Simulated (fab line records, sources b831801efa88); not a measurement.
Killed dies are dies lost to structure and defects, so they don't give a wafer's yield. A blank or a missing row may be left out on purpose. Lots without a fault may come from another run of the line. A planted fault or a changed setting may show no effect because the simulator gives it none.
fab line records | flow sky130 | part 1 of 2: steps 1 to 27 of 39
record lots=5 wafers=15 last_day=50
route steps=708 shown CAP2M@617 METAL4@621 VIA4@639
lots that met no fault: from a run of the same line without faults
start_h: hours from the record's first day to the start of the lot's first wafer shown | wait_h: hours since the lot's step before | " the same as in the row above | L1.1+2: a row that stands for several wafers | - no value, or no start given | * or withheld: withheld | < > ~ a bound
route shown NAME@n: a module of which the file shows steps, and the number in the route of the first | usual: mean/standard deviation of fault-free wafers | same: alike in all rows | chamber/n: place in a boat | sites: the reading at each site | _std_site: their standard deviation | _edge_site: outer sites' mean less inner sites' | radius_mm: how far each site lies from the wafer's centre | mask NAME#n: copy n | behind: the tool/chamber that last shaped the wafer | hold: why the lot was held/for how many hours/how that ended | device: the transistor (n, p or np) that didn't switch | end of line: the same wafers' tests at the end of the route | a step without rows: its recipe alone | killed: dies lost to structure and defects at the first sort, not the wafer's yield | map: a wafer's dies, x killed, . not, _ none there
set.NAME: the setting as run; set.NAME@STEP: as run at that earlier step | model.NAME: the simulator's own value behind a step, which no gauge read
lots at some steps of the route; a table a step, a row a wafer
services: from which hour (start_h, from the record's first day; less than 0 if before it) a tool's chamber was out of use, for how many hours, and why
## steps
# step SKY_CAP2M_STRIP_14
# recipe chemistry=O2/N2 power_w=1400 pressure_mtorr=1500 platen_temp_c=withheld o2_flow_sccm=3000 n2_flow_sccm=300 overash_fraction=0.5
# usual drypump_motor_current_A=5.6/0.36 oes_product_au=0.709/0.0043 strip_time_to_endpoint_s=12.64/0.045
# columns lot.wafer tool chamber start_h wait_h drypump_motor_current_A oes_product_au rf_hours_counter_h strip_time_to_endpoint_s
L076.1 plasma_asher-01 1 998.36 0.1 5.6 0.711 25 12.72
L076.3 " 0 " " 5.0 0.716 - 12.68
L076.4 " 1 " " 5.6 0.704 - 12.67
L078.1 plasma_asher-04 0 1009.99 0.1 6.2 0.710 57 12.69
L078.4 " 1 " " 5.6 0.708 - 12.71
L078.5 " 1 " " 5.7 0.721 - 12.75
L087.1 plasma_asher-03 1 1067.46 0.1 5.6 0.707 0 12.55
L087.3 " 1 " " 5.6 0.714 - 12.60
L087.5 " 1 " " 5.6 0.708 - 12.56
L086.2 plasma_asher-01 0 1067.81 0.1 5.0 0.706 32 12.62
L086.4 " 0 " " 5.0 0.706 - 12.59
L086.5 " 0 " " 5.0 0.699 - 12.62
L093.1 plasma_asher-01 1 1100.86 0.1 5.7 0.719 35 12.65
L093.4 " 1 " " 5.7 0.707 - 12.62
L093.6 " 1 " " 5.7 0.710 - 12.68
# step SKY_CAP2M_STRIP_15
# recipe chemistry=post_etch_residue_remover time_s=1200 temp_c=72.5
# usual temp_c=72.49/0.12
# same time_s=1200
# columns lot.wafer tool chamber start_h wait_h temp_c
L076.1 wet_bench-04 1 998.46 0.1 72.45
L076.3 " 1 " " 72.50
L076.4 " 1 " " 72.37
L078.1 wet_bench-04 2 1010.09 0.1 72.49
L078.4 " 2 " " 72.35
L078.5 " 2 " " 72.55
L087.1 wet_bench-04 1 1067.56 0.1 72.40
L087.3 " 1 " " 72.36
L087.5 " 1 " " 72.37
L086.2 wet_bench-02 0 1067.91 0.1 72.59
L086.4 " 0 " " 72.38
L086.5 " 0 " " 72.55
L093.1 wet_bench-02 2 1100.96 0.1 72.43
L093.4 " 2 " " 72.30
L093.6 " 2 " " 72.59
# step SKY_CAP2M_CLEAN_16
# recipe chemistry=IPA time_s=180 temp_c=25
# usual temp_c=25.01/0.089
# same time_s=180
# columns lot.wafer tool chamber start_h wait_h temp_c
L076.1 wet_bench-01 1 998.80 0.0 25.12
L076.3 " 1 " " 25.03
L076.4 " 1 " " 25.00
L078.1 wet_bench-01 1 1010.47 0.0 24.98
L078.4 " 1 " " 25.06
L078.5 " 1 " " 24.97
L087.1 wet_bench-01 1 1067.90 0.0 24.91
L087.3 " 1 " " 24.89
L087.5 " 1 " " 25.02
L086.2 wet_bench-01 0 1068.25 0.0 24.92
L086.4 " 0 " " 25.06
L086.5 " 0 " " 25.04
L093.1 wet_bench-02 2 1101.31 0.0 25.00
L093.4 " 2 " " 25.13
L093.6 " 2 " " 25.06
# step SKY_CAP2M_CLEAN_17
# recipe chemistry=O3/DIW dry=n2_spin
# columns lot.wafer tool chamber start_h wait_h
L076.1+3+4 wet_bench-02 2 998.86 0.0
L078.1+4+5 wet_bench-02 1 1010.53 0.0
L087.1+3+5 wet_bench-04 0 1067.96 0.0
L086.2+4+5 wet_bench-04 1 1068.31 0.0
L093.1+4+6 wet_bench-04 2 1101.37 0.0
# step SKY_METAL4_DEHYDRATE_05
# recipe temp_c=200 time_s=60
# same time_s=60
# columns lot.wafer tool chamber start_h wait_h
L076.1+3+4 litho_track-04 0 1010.00 11.0
L078.1+4+5 litho_track-01 0 1021.90 11.3
L087.1+3+5 litho_track-04 0 1077.96 9.9
L086.2+4+5 litho_track-02 0 1078.21 9.8
L093.1+4+6 litho_track-04 0 1110.46 9.0
# step SKY_METAL4_HMDS_06
# recipe prime_time_s=60 prime_temp_c=120
# columns lot.wafer tool chamber start_h wait_h
L076.1+3+4 litho_track-04 0 1010.15 0.1
L078.1+4+5 litho_track-01 0 1022.05 0.1
L087.1+3+5 litho_track-04 0 1078.11 0.1
L086.2+4+5 litho_track-02 0 1078.36 0.1
L093.1+4+6 litho_track-04 0 1110.61 0.1
# step SKY_METAL4_COAT_07
# recipe resist=BARC temp_c=withheld time_s=withheld spin_rpm=3000 resist_thk_nm=60
# usual dispense_pressure_kPa=48.8/0.64
# columns lot.wafer tool chamber start_h wait_h dispense_pressure_kPa
L076.1 litho_track-04 0 1010.30 0.1 48.7
L076.3 " 0 " " 48.7
L076.4 " 0 " " 48.7
L078.1 litho_track-01 0 1022.20 0.1 49.7
L078.4 " 0 " " 49.6
L078.5 " 0 " " 49.6
L087.1 litho_track-04 0 1078.26 0.1 48.7
L087.3 " 0 " " 48.7
L087.5 " 0 " " 48.7
L086.2 litho_track-02 0 1078.51 0.1 47.9
L086.4 " 0 " " 47.9
L086.5 " 0 " " 48.0
L093.1 litho_track-04 0 1110.76 0.1 48.8
L093.4 " 0 " " 48.8
L093.6 " 0 " " 48.7
# step SKY_METAL4_COAT_08
# recipe resist=KrF-thick spin_rpm=3000 resist_thk_nm=1140
# usual dispense_pressure_kPa=48.8/0.63
# columns lot.wafer tool chamber start_h wait_h dispense_pressure_kPa
L076.1 litho_track-04 0 - - 48.7
L076.3 " 0 " " 48.7
L076.4 " 0 " " 48.7
L078.1 litho_track-01 0 - - 49.7
L078.4 " 0 " " 49.7
L078.5 " 0 " " 49.7
L087.1 litho_track-04 0 - - 48.7
L087.3 " 0 " " 48.7
L087.5 " 0 " " 48.7
L086.2 litho_track-02 0 - - 47.9
L086.4 " 0 " " 47.9
L086.5 " 0 " " 47.9
L093.1 litho_track-04 0 - - 48.7
L093.4 " 0 " " 48.7
L093.6 " 0 " " 48.7
# step SKY_METAL4_SOFTBAKE_09
# recipe temp_c=101 time_s=90 resist=KrF-thick
# same time_s=90
# columns lot.wafer tool chamber start_h wait_h
L076.1+3+4 litho_track-04 0 - -
L078.1+4+5 litho_track-01 0 - -
L087.1+3+5 litho_track-04 0 - -
L086.2+4+5 litho_track-02 0 - -
L093.1+4+6 litho_track-04 0 - -
# step SKY_METAL4_EXPOSE_10
# recipe mask_id=MM4 na=0.68 source_shape=annular sigma_inner=0.4 sigma_outer=0.8 target_cd_nm=300 dose_mj=28
# same sigma_inner=0.4
# columns lot.wafer tool chamber start_h wait_h mask
L076.1+3+4 krf_scanner-02 0 - - MM4#0
L078.1+4+5 krf_scanner-02 0 - - MM4#0
L087.1+3+5 krf_scanner-01 0 - - MM4#0
L086.2+4+5 krf_scanner-02 0 - - MM4#0
L093.1+4+6 krf_scanner-01 0 - - MM4#0
# step SKY_METAL4_PEB_11
# recipe peb_temp_c=withheld peb_time_s=withheld resist=KrF-thick
# columns lot.wafer tool chamber start_h wait_h
L076.1+3+4 litho_track-02 0 - -
L078.1+4+5 litho_track-02 0 - -
L087.1+3+5 litho_track-01 0 - -
L086.2+4+5 litho_track-01 0 - -
L093.1+4+6 litho_track-01 0 - -
# step SKY_METAL4_DEVELOP_12
# recipe develop_time_s=60 resist=KrF-thick dev_temp_c=21
# columns lot.wafer tool chamber start_h wait_h
L076.1+3+4 litho_track-02 0 - -
L078.1+4+5 litho_track-02 0 - -
L087.1+3+5 litho_track-01 0 - -
L086.2+4+5 litho_track-01 0 - -
L093.1+4+6 litho_track-01 0 - -
# step SKY_METAL4_CD_MEAS_13
# recipe target_cd_nm=300
# usual cd_nm=300.1/1.7
# columns lot.wafer tool chamber start_h wait_h cd_nm
L076.1 cd_sem-01 - 1023.13 - 298.5
L076.3 " - " " 299.6
L076.4 " - " " 299.2
L078.1 cd_sem-02 - 1033.78 - 300.0
L078.4 " - " " 298.1
L078.5 " - " " 299.3
L087.1 cd_sem-02 - 1089.45 - 301.1
L087.3 " - " " 300.3
L087.5 " - " " 300.3
L086.2 cd_sem-01 - 1089.82 - 300.6
L086.4 " - " " 300.5
L086.5 " - " " 300.7
L093.1 cd_sem-01 - 1121.35 - 300.8
L093.4 " - " " 299.8
L093.6 " - " " 301.6
# step SKY_METAL4_OVL_MEAS_14
# usual METAL4_OVL=-4/5.8
# columns lot.wafer tool chamber start_h wait_h METAL4_OVL[nm]
L076.1 overlay-02 - 1023.25 0.1 -8
L076.3 " - " " -5
L076.4 " - " " -10
L078.1 overlay-02 - 1033.90 0.1 3
L078.4 " - " " 1
L078.5 " - " " 6
L087.1 overlay-01 - 1089.57 0.1 2
L087.3 " - " " 4
L087.5 " - " " 6
L086.2 overlay-02 - 1089.92 0.1 -7
L086.4 " - " " 1
L086.5 " - " " 0
L093.1 overlay-01 - 1121.47 0.1 -7
L093.4 " - " " -11
L093.6 " - " " -5
# step SKY_METAL4_DESCUM_15
# recipe chemistry=O2 source_power_w=150 bias_power_w=0 pressure_mtorr=10 temp_c=40 time_s=8
# usual drypump_motor_current_A=5.7/0.51 oes_product_au=1.002/0.0073 temp_c=40.01/0.11
# same time_s=8
# columns lot.wafer tool chamber start_h wait_h drypump_motor_current_A oes_product_au rf_hours_counter_h temp_c
L076.1 rie_metal-03 0 1023.29 0.0 5.1 1.005 15 40.03
L076.3 " 0 " " 5.1 1.000 - 40.00
L076.4 " 1 " " 5.1 1.006 - 40.04
L078.1 rie_metal-02 0 1033.94 0.0 6.1 0.996 3 39.99
L078.4 " 1 " " 6.3 1.013 - 39.84
L078.5 " 0 " " 6.1 1.001 - 40.04
L087.1 rie_metal-02 1 1089.60 0.0 6.2 1.005 20 40.01
L087.3 " 0 " " 6.1 1.005 - 40.16
L087.5 " 0 " " 6.1 0.998 - 40.05
L086.2 rie_metal-04 0 1089.95 0.0 6.3 0.993 23 40.03
L086.4 " 1 " " 5.6 0.995 - 40.22
L086.5 " 1 " " 5.5 1.010 - 39.89
L093.1 rie_metal-03 0 1121.50 0.0 5.1 1.009 23 40.36
L093.4 " 0 " " 5.1 0.998 - 40.22
L093.6 " 1 " " 5.2 1.005 - 40.01
# step SKY_METAL4_ETCH_16
# recipe chemistry=N2/H2 target=BARC ion_energy_ev=200 bias_w=100 pressure_mtorr=30 n2_flow_sccm=100 h2_flow_sccm=200 icp_w=500 stop_on=SiO2 time_s=88.2 target_depth_a=600
# usual bias_w=100.06/0.29 drypump_motor_current_A=5.7/0.51 oes_product_au=0.626/0.0044 throttle_valve_pct=13.205/0.0093
# same time_s=88.2
# columns lot.wafer tool chamber start_h wait_h bias_w drypump_motor_current_A oes_product_au rf_hours_counter_h throttle_valve_pct
L076.1 rie_metal-03 0 1023.32 0.0 100.37 5.1 0.634 15 13.204
L076.3 " 0 " " 100.11 5.1 0.627 - 13.205
L076.4 " 1 " " 100.29 5.1 0.624 - 13.200
L078.1 rie_metal-02 0 1033.98 0.0 99.93 6.1 0.625 3 13.202
L078.4 " 1 " " 100.48 6.2 0.621 - 13.187
L078.5 " 0 " " 99.77 6.1 0.623 - 13.202
L087.1 rie_metal-02 1 1089.64 0.0 99.50 6.3 0.629 20 13.209
L087.3 " 0 " " 99.81 6.1 0.621 - 13.200
L087.5 " 0 " " 100.51 6.1 0.626 - 13.215
L086.2 rie_metal-04 0 1089.99 0.0 99.66 6.3 0.630 23 13.199
L086.4 " 1 " " 99.90 5.6 0.627 - 13.200
L086.5 " 1 " " 99.98 5.6 0.628 - 13.199
L093.1 rie_metal-03 0 1121.54 0.0 100.11 5.1 0.628 23 13.205
L093.4 " 0 " " 100.18 5.1 0.630 - 13.210
L093.6 " 1 " " 100.01 5.2 0.626 - 13.222
# step SKY_METAL4_ETCH_17
# recipe target=SiO2 stop_on=TiN chemistry=C4F8/O2/Ar source_w=1500 bias_w=1200 pressure_mtorr=40 c4f8_flow_sccm=withheld O2_flow_sccm=6 Ar_flow_sccm=300 time_s=3.9 target_depth_a=150
# usual bias_w=1200/3.6 oes_product_au=0.751/0.0079
# same time_s=3.9
# columns lot.wafer tool chamber start_h wait_h bias_w oes_product_au rf_hours_counter_h
L076.1 rie_diel-03 1 1023.42 0.1 1206 0.746 13
L076.3 " 2 " " 1197 0.748 11
L076.4 " 0 " " 1200 0.760 21
L078.1 rie_diel-03 1 1034.11 0.1 1203 0.746 13
L078.4 " 2 " " 1199 0.756 11
L078.5 " 0 " " 1204 0.750 -
L087.1 rie_diel-03 1 1089.73 0.1 1199 0.740 14
L087.3 " 0 " " 1195 0.754 23
L087.5 " 3 " " 1201 0.754 -
L086.2 rie_diel-01 0 1090.08 0.1 1199 0.734 11
L086.4 " 3 " " 1198 0.742 4
L086.5 " 1 " " 1201 0.751 -
L093.1 rie_diel-02 0 1121.63 0.1 1197 0.736 2
L093.4 " 3 " " 1197 0.750 16
L093.6 " 1 " " 1201 0.736 -
# step SKY_METAL4_METAL_ETCH_18
# recipe target_depth_a=8450 stop_on=SiO2 over_etch_frac=0.3 time_s=183.1 chemistry=Cl2/BCl3 resist_sidewall_deg=88 pressure_mtorr=10 icp_w=900 bias_w=48.5 Cl2_flow_sccm=60 bcl3_flow_sccm=30
# usual bias_w=48.49/0.14 drypump_motor_current_A=5.7/0.49 oes_product_au=0.865/0.0061 throttle_valve_pct=22.263/0.0093
# same time_s=183.1
# columns lot.wafer tool chamber start_h wait_h bias_w drypump_motor_current_A oes_product_au rf_hours_counter_h throttle_valve_pct
L076.1 rie_metal-04 0 1023.44 0.0 48.48 6.3 0.862 18 22.265
L076.3 " 1 " " 48.48 5.5 0.854 - 22.238
L076.4 " 0 " " 48.54 6.3 0.866 - 22.256
L078.1 rie_metal-04 0 1034.13 0.0 48.73 6.3 0.865 19 22.247
L078.4 " 0 " " 48.38 6.3 0.869 - 22.243
L078.5 " 0 " " 48.65 6.3 0.861 - 22.284
L087.1 rie_metal-03 1 1089.75 0.0 48.73 5.2 0.861 10 22.247
L087.3 " 0 " " 48.46 5.1 0.870 - 22.248
L087.5 " 1 " " 48.41 5.1 0.872 - 22.280
L086.2 rie_metal-02 1 1090.10 0.0 48.53 6.2 0.874 20 22.271
L086.4 " 0 " " 48.48 6.1 0.864 - 22.254
L086.5 " 1 " " 48.55 6.3 0.863 - 22.260
L093.1 rie_metal-04 0 1121.65 0.0 48.59 6.3 0.864 25 22.265
L093.4 " 1 " " 48.37 5.6 0.875 - 22.240
L093.6 " 0 " " 48.36 6.3 0.873 - 22.258
# step SKY_METAL4_STRIP_19
# recipe chemistry=O2/N2 power_w=1400 pressure_mtorr=1500 platen_temp_c=withheld o2_flow_sccm=3000 n2_flow_sccm=300 overash_fraction=0.5
# usual drypump_motor_current_A=5.88/0.29 oes_product_au=0.501/0.0055 strip_time_to_endpoint_s=6.52/0.068
# columns lot.wafer tool chamber start_h wait_h drypump_motor_current_A oes_product_au rf_hours_counter_h strip_time_to_endpoint_s
L076.1 plasma_asher-02 1 1023.61 0.1 6.33 0.501 83 6.64
L076.3 " 0 " " 5.71 0.506 - 6.53
L076.4 " 1 " " 6.32 0.507 - 6.65
L078.1 plasma_asher-04 0 1034.31 0.1 6.17 0.498 60 6.63
L078.4 " 1 " " 5.65 0.510 - 6.63
L078.5 " 0 " " 6.21 0.505 - 6.59
L087.1 plasma_asher-02 1 1089.93 0.1 6.36 0.500 90 6.55
L087.3 " 1 " " 6.36 0.486 - 6.43
L087.5 " 0 " " 5.68 0.499 - 6.47
L086.2 plasma_asher-03 0 1090.28 0.1 5.69 0.508 2 6.53
L086.4 " 1 " " 5.61 0.502 - 6.49
L086.5 " 0 " " 5.67 0.506 - 6.53
L093.1 plasma_asher-02 0 1121.83 0.1 5.70 0.507 93 6.61
L093.4 " 0 " " 5.69 0.499 - 6.48
L093.6 " 0 " " 5.70 0.504 - 6.66
# step SKY_METAL4_STRIP_20
# recipe chemistry=post_etch_residue_remover time_s=1200 temp_c=72.5
# usual temp_c=72.47/0.12
# same time_s=1200
# columns lot.wafer tool chamber start_h wait_h temp_c
L076.1 wet_bench-01 0 1023.71 0.1 72.22
L076.3 " 0 " " 72.33
L076.4 " 0 " " 72.55
L078.1 wet_bench-04 1 1034.41 0.1 72.51
L078.4 " 1 " " 72.63
L078.5 " 1 " " 72.55
L087.1 wet_bench-03 0 1090.03 0.1 72.48
L087.3 " 0 " " 72.42
L087.5 " 0 " " 72.27
L086.2 wet_bench-04 3 1090.38 0.1 72.68
L086.4 " 3 " " 72.57
L086.5 " 3 " " 72.49
L093.1 wet_bench-03 2 1121.93 0.1 72.51
L093.4 " 2 " " 72.26
L093.6 " 2 " " 72.45
# step SKY_METAL4_CLEAN_21
# recipe chemistry=IPA time_s=180 temp_c=25
# usual temp_c=25.00/0.093
# same time_s=180
# columns lot.wafer tool chamber start_h wait_h temp_c
L076.1 wet_bench-04 2 1024.06 0.0 24.94
L076.3 " 2 " " 25.01
L076.4 " 2 " " 25.12
L078.1 wet_bench-03 1 1034.78 0.0 24.99
L078.4 " 1 " " 25.04
L078.5 " 1 " " 25.07
L087.1 wet_bench-01 2 1090.40 0.0 24.99
L087.3 " 2 " " 25.07
L087.5 " 2 " " 25.00
L086.2 wet_bench-01 2 1090.72 0.0 25.11
L086.4 " 2 " " 24.97
L086.5 " 2 " " 24.94
L093.1 wet_bench-01 3 1122.27 0.0 25.19
L093.4 " 3 " " 24.88
L093.6 " 3 " " 24.96
# step SKY_METAL4_CLEAN_22
# recipe chemistry=O3/DIW dry=n2_spin
# columns lot.wafer tool chamber start_h wait_h
L076.1+3+4 wet_bench-03 3 1024.11 0.0
L078.1+4+5 wet_bench-03 1 1034.84 0.0
L087.1+3+5 wet_bench-03 3 1090.53 0.0
L086.2+4+5 wet_bench-03 1 1090.85 0.0
L093.1+4+6 wet_bench-03 3 1122.41 0.0
# step SKY_VIA4_HDPCVD_00
# recipe material=SiO2 target_thk_nm=1750 sigma_open_frac=0.3 time_s=291.7 temp_c=400 sih4_flow_sccm=60 pressure_mtorr=6
# same time_s=291.7
# columns lot.wafer tool chamber start_h wait_h
L076.1+3+4 hdpcvd-01 2,0,0 1024.21 0.0
L078.1+4+5 hdpcvd-02 1,0,2 1034.93 0.0
L087.1+3+5 hdpcvd-02 1,2,1 1090.63 0.0
L086.2+4+5 hdpcvd-01 1,2,1 1090.95 0.0
L093.1+4+6 hdpcvd-02 1,1,2 1122.50 0.0
# step SKY_VIA4_THK_MEAS_01
# recipe reads=SiO2_of_VIA4_HDPCVD_00
# usual VIA4_HDPCVD_THK=1754/21
# columns lot.wafer tool chamber start_h wait_h VIA4_HDPCVD_THK[nm]
L076.1 film_metro-01 - 1024.38 0.1 1736
L076.3 " - " " 1748
L076.4 " - " " 1752
L078.1 film_metro-01 - 1035.11 0.1 1736
L078.4 " - " " 1743
L078.5 " - " " 1749
L087.1 film_metro-03 - 1090.81 0.1 1764
L087.3 " - " " 1744
L087.5 " - " " 1776
L086.2 film_metro-02 - 1091.14 0.1 1768
L086.4 " - " " 1768
L086.5 " - " " 1796
L093.1 film_metro-01 - 1122.68 0.1 1759
L093.4 " - " " 1764
L093.6 " - " " 1752
# step SKY_VIA4_CMP_02
# recipe material=SiO2 down_force_psi=4 platen_rpm=60 pad_velocity_m_s=0.94248
# usual motor_current_A=12.5/1.3
# columns lot.wafer tool chamber start_h wait_h motor_current_A
L076.1 cmp-01 1 1024.49 0.1 13.8
L076.3 " 2 " " 11.1
L076.4 " 3 " " 11.5
L078.4 cmp-02 1 1035.17 0.0 13.0
L078.1 " 3 " " 10.9
L078.5 " 1 " " 13.1
L087.3 cmp-01 2 1090.92 0.1 11.5
L087.1 " 3 " " 11.0
L087.5 " 1 " " 14.8
L086.2 cmp-02 1 1091.19 0.0 13.8
L086.4 " 3 " " 11.0
L086.5 " 2 " " 11.7
L093.4 cmp-01 3 1122.79 0.1 11.2
L093.1 " 0 " " 13.4
L093.6 " 2 " " 11.1
# step SKY_VIA4_BOW_MEAS_03
# recipe mode=bow
# usual VIA4_BOW=82/8.1
# columns lot.wafer tool chamber start_h wait_h VIA4_BOW[um]
L076.1 film_metro-01 - 1024.74 0.2 91
L076.3 " - " " 87
L076.4 " - " " 82
L078.1 film_metro-03 - 1035.47 0.1 92
L078.4 " - " " 75
L078.5 " - " " 67
L087.1 film_metro-01 - 1091.17 0.1 89
L087.3 " - " " 84
L087.5 " - " " 89
L086.2 film_metro-02 - 1091.51 0.3 78
L086.4 " - " " 83
L086.5 " - " " 66
L093.1 film_metro-03 - 1123.04 0.1 79
L093.4 " - " " 82
L093.6 " - " " 82
# step SKY_VIA4_DEHYDRATE_04
# recipe temp_c=200 time_s=60
# same time_s=60
# columns lot.wafer tool chamber start_h wait_h
L076.1+3+4 litho_track-04 0 1035.15 10.4
L078.1+4+5 litho_track-03 0 1046.85 11.4
L087.1+3+5 litho_track-04 0 1101.31 10.1
L086.2+4+5 litho_track-03 0 1101.37 9.8
L093.1+4+6 litho_track-02 0 1132.38 9.3
